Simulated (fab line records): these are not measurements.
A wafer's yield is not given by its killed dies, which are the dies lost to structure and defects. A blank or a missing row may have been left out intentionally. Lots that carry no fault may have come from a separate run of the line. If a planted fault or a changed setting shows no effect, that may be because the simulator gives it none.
fab line records	flow sky130
record lots=11	wafers=33	lastDay=50
route steps=708 shown CONTACT@422 METAL1@437 VIA1@458 PAD_OPEN@708
lots with no fault: from the same line, run without faults
startH: the number of hours between the record's first day and the start of the first shown wafer of the lot	waitH: time in hours since the lot's previous step	" same as the row above	L1.1+2: a single row standing in for several wafers	- no value present, or no start provided	* or withheld: withheld	< > ~ a bound
route shown NAME@n: names a module that has steps shown in the file, with the first one's number in the route	usual: mean/standard deviation taken from wafers without a fault	same: alike in all rows	chamber/n: place in a boat	sites: readings site by site	_std_site: the values' standard deviation	_edge_site: mean of outer sites minus mean of inner sites	radiusMm: for every site, how far away it sits from the centre of the wafer	mask NAME#n: copy n	behind: the last tool/chamber to shape the wafer	hold: the reason the lot was held/the length of the hold in hours/how it ended	device: which transistor (n, p or np) failed to switch	end of line: at the end of the route, the tests of the same wafers	for a step that has no rows: nothing shown but its recipe	killed: dies that structure and defects cost at the first sort, which is not the same as the wafer's yield	map: dies across one wafer; x = killed, . = not, _ = none there
set.NAME: the setting that was run; set.NAME@STEP: the one run at that earlier step	model.NAME: the simulator's own value behind a step, which no gauge read
route steps across a sampled set of lots; one table per step, one row per wafer
services: when a tool's chamber went out of use (startH, in hours from the record's first day, below 0 if earlier), for how many hours, and the reason
## steps
# step SKY_CONTACT_ETCH_16
# recipe chemistry=N2/H2	target=BARC	ionEnergyEv=200	sourceW=500	biasW=100	pressureMtorr=30	n2FlowSccm=100	h2FlowSccm=200	stopOn=SiO2	timeS=45.9	targetDepthA=600
# usual drypumpMotorCurrentA=5.8/0.46	oesProductAu=0.855/0.0048	throttleValvePct=13.225/0.0087
# same timeS=45.9
lot.wafer	tool	chamber	startH	waitH	drypumpMotorCurrentA	oesProductAu	rfHoursCounterH	throttleValvePct
L327.1	rieDiel-04	1	740.93	0.0	6.3	0.860	21	13.230
L327.2	"	0	"	"	5.7	0.854	10	13.228
L327.5	"	1	"	"	6.3	0.846	-	13.223
L328.2	rieDiel-04	2	750.75	0.0	6.3	0.854	11	13.235
L328.3	"	0	"	"	5.7	0.858	10	13.239
L328.4	"	1	"	"	6.3	0.861	21	13.231
L329.2	rieDiel-03	1	762.83	0.0	5.5	0.857	16	13.209
L329.4	"	0	"	"	5.7	0.851	9	13.230
L329.5	"	2	"	"	5.8	0.849	-	13.234
L330.2	rieDiel-03	2	777.83	0.0	5.7	0.855	14	13.226
L330.3	"	1	"	"	5.5	0.844	16	13.216
L330.5	"	0	"	"	5.7	0.862	-	13.214
L331.2	rieDiel-04	3	786.46	0.0	5.8	0.856	4	13.230
L331.3	"	2	"	"	6.3	0.849	12	13.235
L331.5	"	2	"	"	6.3	0.855	-	13.213
L333.3	rieDiel-04	2	793.00	0.0	6.3	0.859	12	13.235
L333.4	"	0	"	"	5.7	0.853	11	13.231
L333.5	"	2	"	"	6.3	0.858	-	13.232
L334.3	rieDiel-02	2	803.86	0.0	5.3	0.855	6	13.210
L334.4	"	1	"	"	5.6	0.851	6	13.219
L334.6	"	0	"	"	6.4	0.855	-	13.215
L337.1	rieDiel-03	3	833.90	0.0	4.7	0.852	13	13.226
L337.3	"	2	"	"	5.7	0.862	15	13.228
L337.5	"	3	"	"	4.7	0.856	-	13.224
L342.2	rieDiel-03	0	868.85	0.0	5.7	0.854	11	13.216
L342.5	"	1	"	"	5.5	0.858	-	13.213
L342.6	"	3	"	"	4.7	0.857	-	13.231
L343.1	rieDiel-04	2	872.41	0.0	6.3	0.855	15	13.214
L343.4	"	3	"	"	5.9	0.856	7	13.218
L343.5	"	1	"	"	6.3	0.854	-	13.211
L350.2	rieDiel-03	2	910.53	0.0	5.8	0.850	16	13.220
L350.3	"	1	"	"	5.5	0.853	20	13.220
L350.4	"	0	"	"	5.7	0.860	13	13.212
# step SKY_METAL1_SPUTTER_03
# recipe material=Ti	targetThkNm=5	powerW=3000	timeS=3.3	chamberPressurePa=0.4
# usual throttleValvePct=29.9/0.84
# same timeS=3.3
lot.wafer	tool	chamber	startH	waitH	throttleValvePct
L327.1	pvdSputter-03	-	742.38	0.0	29.8
L327.2	"	-	"	"	29.7
L327.5	"	-	"	"	30.9
L328.2	pvdSputter-02	-	752.24	0.0	30.3
L328.3	"	-	"	"	30.5
L328.4	"	-	"	"	30.8
L329.2	pvdSputter-01	-	764.29	0.0	30.7
L329.4	"	-	"	"	28.4
L329.5	"	-	"	"	29.1
L330.2	pvdSputter-03	-	779.29	0.0	29.6
L330.3	"	-	"	"	29.9
L330.5	"	-	"	"	28.9
L331.2	pvdSputter-03	-	787.98	0.0	29.7
L331.3	"	-	"	"	30.8
L331.5	"	-	"	"	30.0
L333.3	pvdSputter-03	-	794.46	0.0	28.6
L333.4	"	-	"	"	30.8
L333.5	"	-	"	"	29.9
L334.3	pvdSputter-02	-	805.31	0.0	30.2
L334.4	"	-	"	"	30.1
L334.6	"	-	"	"	30.2
L337.1	pvdSputter-02	-	835.40	0.0	30.4
L337.3	"	-	"	"	30.9
L337.5	"	-	"	"	30.0
L342.2	pvdSputter-02	-	870.40	0.0	30.6
L342.5	"	-	"	"	30.9
L342.6	"	-	"	"	30.3
L343.1	pvdSputter-01	-	873.88	0.0	28.3
L343.4	"	-	"	"	31.1
L343.5	"	-	"	"	28.9
L350.2	pvdSputter-02	-	912.10	0.0	30.3
L350.3	"	-	"	"	31.0
L350.4	"	-	"	"	30.3
# step SKY_VIA1_HDPCVD_00
# recipe material=SiO2	targetThkNm=1030	sigmaOpenFrac=0.3	timeS=171.7	tempC=400	sih4FlowSccm=60	pressureMtorr=6
# usual sih4FlowSccm=60.02/0.17
# same timeS=171.7
lot.wafer	tool	chamber	startH	waitH	sih4FlowSccm
L327.1	hdpcvd-01	0	772.28	0.0	59.88
L327.2	"	2	"	"	59.72
L327.5	"	2	"	"	59.87
L328.2	hdpcvd-02	0	781.76	0.0	59.91
L328.3	"	2	"	"	59.61
L328.4	"	2	"	"	59.83
L329.2	hdpcvd-01	0	792.83	0.0	59.90
L329.4	"	2	"	"	59.83
L329.5	"	0	"	"	59.85
L330.2	hdpcvd-02	0	807.13	0.0	59.95
L330.3	"	2	"	"	59.54
L330.5	"	1	"	"	60.03
L331.2	hdpcvd-02	1	816.21	0.0	59.85
L331.3	"	2	"	"	59.84
L331.5	"	0	"	"	59.98
L333.3	hdpcvd-02	1	822.57	0.1	60.15
L333.4	"	0	"	"	60.07
L333.5	"	1	"	"	60.12
L334.3	hdpcvd-01	1	835.15	0.0	60.02
L334.4	"	1	"	"	60.05
L334.6	"	0	"	"	60.29
L337.1	hdpcvd-01	1	862.60	0.0	59.94
L337.3	"	2	"	"	60.04
L337.5	"	0	"	"	59.89
L342.2	hdpcvd-01	1	896.92	0.0	51.13
L342.5	"	1	"	"	51.08
L342.6	"	2	"	"	59.79
L343.1	hdpcvd-01	2	900.65	0.0	59.82
L343.4	"	2	"	"	60.04
L343.5	"	1	"	"	51.02
L350.2	hdpcvd-02	2	938.36	0.0	60.27
L350.3	"	1	"	"	59.87
L350.4	"	1	"	"	60.05
# step SKY_VIA1_THK_MEAS_01
# recipe reads=SiO2_of_VIA1_HDPCVD_00
# usual VIA1_HDPCVD_THK=1030/9.2
lot.wafer	tool	chamber	startH	waitH	VIA1_HDPCVD_THK[nm]
L327.1	filmMetro-01	-	772.39	0.1	1024
L327.2	"	-	"	"	1024
L327.5	"	-	"	"	1028
L328.2	filmMetro-03	-	781.88	0.1	1036
L328.3	"	-	"	"	1019
L328.4	"	-	"	"	1028
L329.2	filmMetro-03	-	792.95	0.1	1025
L329.4	"	-	"	"	1016
L329.5	"	-	"	"	1035
L330.2	filmMetro-04	-	807.25	0.1	1027
L330.3	"	-	"	"	1022
L330.5	"	-	"	"	1015
L331.2	filmMetro-04	-	816.33	0.1	1032
L331.3	"	-	"	"	1033
L331.5	"	-	"	"	1025
L333.3	filmMetro-04	-	822.70	0.1	1036
L333.4	"	-	"	"	1035
L333.5	"	-	"	"	1033
L334.3	filmMetro-01	-	835.28	0.1	1056
L334.4	"	-	"	"	1041
L334.6	"	-	"	"	1028
L337.1	filmMetro-04	-	862.71	0.1	1022
L337.3	"	-	"	"	1011
L337.5	"	-	"	"	1025
L342.2	filmMetro-01	-	897.04	0.1	874
L342.5	"	-	"	"	876
L342.6	"	-	"	"	1034
L343.1	filmMetro-04	-	900.77	0.1	1028
L343.4	"	-	"	"	1042
L343.5	"	-	"	"	876
L350.2	filmMetro-04	-	938.48	0.1	1021
L350.3	"	-	"	"	1020
L350.4	"	-	"	"	1036
# step SKY_VIA1_CD_MEAS_12
# recipe targetCdNm=150
# usual cdNm=148.9/2
lot.wafer	tool	chamber	startH	waitH	cdNm
L327.1	cdSem-02	-	800.40	-	153.1
L327.2	"	-	"	"	150.8
L327.5	"	-	"	"	150.6
L328.2	cdSem-01	-	809.90	-	144.5
L328.3	"	-	"	"	143.5
L328.4	"	-	"	"	146.0
L329.2	cdSem-01	-	820.40	-	150.3
L329.4	"	-	"	"	150.9
L329.5	"	-	"	"	148.2
L330.2	cdSem-02	-	834.57	-	150.1
L330.3	"	-	"	"	151.2
L330.5	"	-	"	"	149.0
L331.2	cdSem-01	-	842.92	-	149.4
L331.3	"	-	"	"	147.5
L331.5	"	-	"	"	148.6
L333.3	cdSem-01	-	849.54	-	148.3
L333.4	"	-	"	"	150.0
L333.5	"	-	"	"	150.2
L334.3	cdSem-02	-	861.97	-	149.1
L334.4	"	-	"	"	150.9
L334.6	"	-	"	"	147.2
L337.1	cdSem-01	-	888.28	-	147.6
L337.3	"	-	"	"	147.7
L337.5	"	-	"	"	148.8
L342.2	cdSem-01	-	922.37	-	149.7
L342.5	"	-	"	"	150.1
L342.6	"	-	"	"	151.1
L343.1	cdSem-01	-	926.43	-	148.2
L343.4	"	-	"	"	148.1
L343.5	"	-	"	"	148.9
L350.2	cdSem-02	-	963.77	-	149.7
L350.3	"	-	"	"	150.1
L350.4	"	-	"	"	149.0
# step SKY_PAD_OPEN_PROBE_99
# usual defectLimitedYield=82.4/1.9	killed_at_M0_to_M3=43/7.5	killed_at_M4_up=3.2/1.9	killedAtContacts=24/4.9	killedAtFrontEnd=15/4.3	killedAtOther=0.4/0.72	killedDies=86/9.1	killedOpen=47/6.5	killedShort=39/6.5	sort_bin_3_pad_short=0.9/0.43	sort_bin_5_function=10.4/1.3	sort_bin_6_memory=6.3/1.2	sortNPass=406/9.1	sortYieldPct=82.4/1.9
# same grossDies=492	killedAtBackSide=0	sort_bin_4_leakage[%]=0	sort_bin_8_speed[%]=0
lot.wafer	tool	chamber	startH	waitH	defectLimitedYield[%]	killed_at_M0_to_M3	killed_at_M4_up	killedAtContacts	killedAtFrontEnd	killedAtOther	killedDies	killedOpen	killedShort	sort_bin_3_pad_short[%]	sort_bin_5_function[%]	sort_bin_6_memory[%]	sortNPass	sortYieldPct[%]
L343.1	prober-02	-	1176.30	0.1	80.3	47	1	30	19	0	97	50	47	0.8	12.6	6.3	395	80.3
L343.4	prober-02	-	1176.45	0.2	84.1	30	1	25	22	0	78	39	39	1.0	9.3	5.5	414	84.1
L343.5	prober-02	-	1176.50	0.2	84.3	40	0	20	17	0	77	42	35	0.2	11.2	4.3	415	84.3
L350.2	prober-01	-	1207.95	0.1	81.9	43	1	26	17	2	89	44	45	1.2	10.8	6.1	403	81.9
L350.3	prober-01	-	1208.00	0.2	80.1	58	2	25	13	0	98	56	42	0.6	13.6	5.7	394	80.1
L350.4	prober-01	-	1208.05	0.2	82.3	46	1	33	7	0	87	49	37	1.4	8.7	7.5	405	82.3
# killed by level:class
L343.1 VIA1:geometricParticle:open=11 LI_CONTACT:geometricParticle:open=9 CONTACT:geometricParticle:open=9 METAL2:geometricParticle:short=8 FIELD_ISO:geometricParticle:short=5 LI_CONTACT:geometricParticle:short=5 VIA3:geometricParticle:open=5 VIA3:geometricParticle:short=5
L343.4 VIA1:geometricParticle:open=10 CONTACT:geometricParticle:open=9 FIELD_ISO:geometricParticle:short=8 CONTACT:geometricParticle:short=5 METAL2:geometricParticle:short=5 SPACER:geometricParticle:short=4 LI_CONTACT:geometricParticle:short=4 LI_CONTACT:geometricParticle:open=4
L343.5 VIA1:geometricParticle:open=12 CONTACT:geometricParticle:open=7 CONTACT:geometricParticle:short=6 FIELD_ISO:geometricParticle:short=5 METAL2:geometricParticle:short=5 VIA2:geometricParticle:open=5 LI_CONTACT:geometricParticle:open=4 VIA1:geometricParticle:short=4
L350.2 FIELD_ISO:geometricParticle:short=10 CONTACT:geometricParticle:open=10 METAL1:geometricParticle:short=9 VIA1:geometricParticle:open=9 CONTACT:geometricParticle:short=8 METAL2:geometricParticle:short=6 LI_CONTACT:geometricParticle:open=5 VIA3:geometricParticle:open=4
L350.3 VIA1:geometricParticle:open=13 CONTACT:geometricParticle:open=13 METAL1:geometricParticle:short=10 VIA3:geometricParticle:open=9 VIA1:geometricParticle:short=7 FIELD_ISO:geometricParticle:short=5 LI_CONTACT:geometricParticle:open=5 LI_CONTACT:geometricParticle:short=4
L350.4 LI_CONTACT:geometricParticle:open=14 VIA1:geometricParticle:open=13 METAL2:geometricParticle:short=9 VIA2:geometricParticle:open=8 LOCAL_INTERCONNECT:geometricParticle:short=6 LI_CONTACT:geometricParticle:short=5 CONTACT:geometricParticle:open=5 METAL1:geometricParticle:short=4
## services
tool	chamber	startH	hours	kind
rieDiel-04	1	717.81	20.0	repair
pvdSputter-02	1	721.54	-	consumableReplace:kit
pvdSputter-02	1	721.54	18.0	scheduledDown
pvdSputter-02	1	721.54	18.0	ventCycle
rieDiel-02	1	748.85	5.5	repair
pvdSputter-03	-	763.70	1.2	repair
rieDiel-03	-	788.36	0.8	repair
pvdSputter-03	2	802.01	-	consumableReplace:kit
rieDiel-02	-	816.25	2.8	pm
hdpcvd-02	2	820.40	4.6	repair
rieDiel-03	-	823.17	0.4	repair
rieDiel-03	-	839.87	14.6	pm
hdpcvd-01	1	842.03	5.4	repair
rieDiel-03	2	859.31	33.5	repair
hdpcvd-02	0	866.67	6.1	repair
rieDiel-03	0	881.14	4.0	repair
rieDiel-03	3	881.38	5.7	repair
rieDiel-04	-	890.00	14.6	pm
hdpcvd-02	-	899.34	4.3	pm
rieDiel-04	3	906.95	4.3	repair
rieDiel-02	0	908.17	13.9	repair
pvdSputter-02	0	920.13	-	consumableReplace:kit
pvdSputter-02	0	920.13	18.0	scheduledDown
pvdSputter-02	0	920.13	18.0	ventCycle
## key
firstSign step=SKY_VIA1_HDPCVD_00	reading=sih4FlowSccm	direction=down	sigmas=52	usual=60.02	struck=51.08
effect step=SKY_VIA1_THK_MEAS_01	reading=VIA1_HDPCVD_THK	direction=down	sigmas=17	usual=1030	struck=875
metAt SKY_VIA1_HDPCVD_00
struckLots L342,L343
struckWafers L342.2,L342.5,L343.5
notActingAt SKY_CONTACT_ETCH_16,SKY_METAL1_SPUTTER_03,SKY_VIA1_CD_MEAS_12
onsetBetween 862.60 896.92
fault kind=processParameterDrift	tool=hdpcvd-01	chamber=1	onsetH=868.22	steps=SKY_VIA1_HDPCVD_00	channel=sih4FlowSccm	offset=-9	shape=step	endH=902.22	actsIn=theseRecipesOnly	stated=60
